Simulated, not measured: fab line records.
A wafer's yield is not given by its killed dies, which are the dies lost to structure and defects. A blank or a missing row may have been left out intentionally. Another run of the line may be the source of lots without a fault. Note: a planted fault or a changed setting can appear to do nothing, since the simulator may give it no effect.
Which tool is to blame?    flow gf180mcu    42 wafers from 14 lots sampled at 4 of the route's 602 steps

## WHAT EACH GAUGE READ, for each wafer
GF_V5_BOW_MEAS_05.
lot   measured      on             V5_BOW (um)
L915  day 26 05:13  film_metro-03  135 133 137
L916  day 26 20:53  film_metro-02  151 140 132
L924  day 29 08:18  film_metro-02  119 141 121
L926  day 29 22:24  film_metro-03  159 130 136
L927  day 30 06:03  film_metro-03  139 139 140
L929  day 30 18:59  film_metro-03  140 138 125
L930  day 30 21:10  film_metro-03  138 148 146
L931  day 31 05:35  film_metro-02  119 131 137
L932  day 31 13:20  film_metro-02  127 136 136
L933  day 31 19:49  film_metro-01  125 152 148
L934  day 32 06:35  film_metro-02  139 138 129
L935  day 32 08:34  film_metro-03  148 158 143
L936  day 32 11:02  film_metro-03  114 133 124
L937  day 32 21:02  film_metro-03  147 134 136

GF_PASSIVATION_THK_MEAS_03.
lot   measured      on             PASSIVATION_CVD_02_THK (nm)
L915  day 28 00:50  film_metro-04  691 705 703
L916  day 28 15:10  film_metro-04  703 699 704
L924  day 31 00:28  film_metro-02  709 703 701
L926  day 31 13:32  film_metro-02  693 703 697
L927  day 31 20:00  film_metro-04  687 686 694
L929  day 32 08:58  film_metro-02  694 691 713
L930  day 32 10:14  film_metro-01  695 690 701
L931  day 32 17:25  film_metro-01  697 692 704
L932  day 33 02:10  film_metro-04  693 702 702
L933  day 33 07:47  film_metro-02  696 702 702
L934  day 33 17:04  film_metro-01  693 693 697
L935  day 33 19:04  film_metro-01  689 681 699
L936  day 33 22:44  film_metro-02  690 714 705
L937  day 34 06:47  film_metro-04  696 685 711

## WHICH TOOL RAN EACH LOT (tool, then ch and the chambers of the sampled wafers, then the start)
lot   GF_HV_LDD_STRIP_22                    GF_TOP_METAL_SPUTTER_01
L915  plasma_asher-01 ch 0,1, day 10 16:17  pvd_sputter-02, day 27 03:08
L916  plasma_asher-01 ch 0,1, day 11 03:23  pvd_sputter-04, day 27 18:19
L924  plasma_asher-01 ch 0,1, day 13 16:36  pvd_sputter-04, day 30 05:13
L926  plasma_asher-01 ch 0,1, day 14 10:14  pvd_sputter-02, day 30 18:12
L927  plasma_asher-04 ch 0,1, day 14 16:56  pvd_sputter-02, day 31 01:10
L929  plasma_asher-04 ch 0,1, day 15 06:51  pvd_sputter-03, day 31 14:31
L930  plasma_asher-02 ch 0,1, day 15 12:30  pvd_sputter-02, day 31 16:11
L931  plasma_asher-02 ch 0,1, day 15 19:32  pvd_sputter-02, day 32 00:11
L932  plasma_asher-02 ch 0,1, day 16 05:53  pvd_sputter-02, day 32 08:22
L933  plasma_asher-02 ch 0,1, day 16 16:11  pvd_sputter-02, day 32 14:13
L934  plasma_asher-04 ch 0,1, day 17 03:38  pvd_sputter-04, day 33 00:10
L935  plasma_asher-01 ch 0,1, day 17 03:56  pvd_sputter-02, day 33 02:29
L936  plasma_asher-04 ch 0,1, day 17 12:18  pvd_sputter-03, day 33 05:28
L937  plasma_asher-01 ch 0,1, day 17 22:30  pvd_sputter-02, day 33 14:35
- GF_HV_LDD_STRIP_22: strips in O2/N2.
- GF_TOP_METAL_SPUTTER_01: material TiN, target thk 30 nm, time 25 s.

## WHAT THE TOOLS THEMSELVES READ (means of the sampled wafers that have a number; where no wafer has one, the mark that the record gives instead)
GF_HV_LDD_STRIP_22.
lot   tool             drypump_motor_current_A (A)  heater_power_w (W)  oes_product_au (a.u.)  platen_temp_c (C)  strip_time_to_endpoint_s (s)
L915  plasma_asher-01  6.0                          380                 0.714                  249.90             12.54
L916  plasma_asher-01  6.0                          378                 0.714                  250.01             12.69
L924  plasma_asher-01  5.7                          364                 0.720                  250.05             12.60
L926  plasma_asher-01  6.0                          377                 0.714                  250.11             12.62
L927  plasma_asher-04  6.3                          330                 0.714                  249.82             12.65
L929  plasma_asher-04  6.3                          321                 0.715                  250.04             12.61
L930  plasma_asher-02  6.2                          332                 0.716                  250.01             12.61
L931  plasma_asher-02  6.3                          332                 0.716                  250.16             12.56
L932  plasma_asher-02  6.2                          337                 0.715                  250.00             12.60
L933  plasma_asher-02  6.3                          334                 0.712                  249.99             12.61
L934  plasma_asher-04  6.2                          309                 0.718                  250.05             12.65
L935  plasma_asher-01  5.7                          363                 0.716                  250.03             12.59
L936  plasma_asher-04  6.3                          325                 0.720                  250.19             12.63
L937  plasma_asher-01  6.0                          376                 0.718                  249.96             12.64

GF_TOP_METAL_SPUTTER_01.
lot   tool            throttle_valve_pct (%)
L915  pvd_sputter-02  29.5
L916  pvd_sputter-04  30.6
L924  pvd_sputter-04  31.1
L926  pvd_sputter-02  30.2
L927  pvd_sputter-02  30.3
L929  pvd_sputter-03  30.2
L930  pvd_sputter-02  30.7
L931  pvd_sputter-02  29.5
L932  pvd_sputter-02  30.1
L933  pvd_sputter-02  29.9
L934  pvd_sputter-04  30.5
L935  pvd_sputter-02  29.8
L936  pvd_sputter-03  29.5
L937  pvd_sputter-02  30.6

## THE ANSWER, worked out from the rows above alone
Rule: what is usual is taken from the lots themselves. Put in order of their means at a reading, lots are off if they are a third of the lots or fewer, leave a main group of 4 or more, and stand apart from it by a gap of 3 or more times the standard deviation of the main group's means; of several such gaps the widest counts. A main group is skipped when, at the precision printed for the reading in the tables above, its means are all equal. A lot without any number at a reading at which 4 lots or more have one is off too. The other lots that the step has rows for count as sound. Order of review: gauges by route order, followed by the tools' own readings, for which a lot's mean as printed above is used. At the first step where some lot is off, the reading lying furthest off is the one used; lots without a number count as furthest.
No lot is off at any reading shown: from this, nothing can be told.

## WHAT THE SIMULATOR PUT IN
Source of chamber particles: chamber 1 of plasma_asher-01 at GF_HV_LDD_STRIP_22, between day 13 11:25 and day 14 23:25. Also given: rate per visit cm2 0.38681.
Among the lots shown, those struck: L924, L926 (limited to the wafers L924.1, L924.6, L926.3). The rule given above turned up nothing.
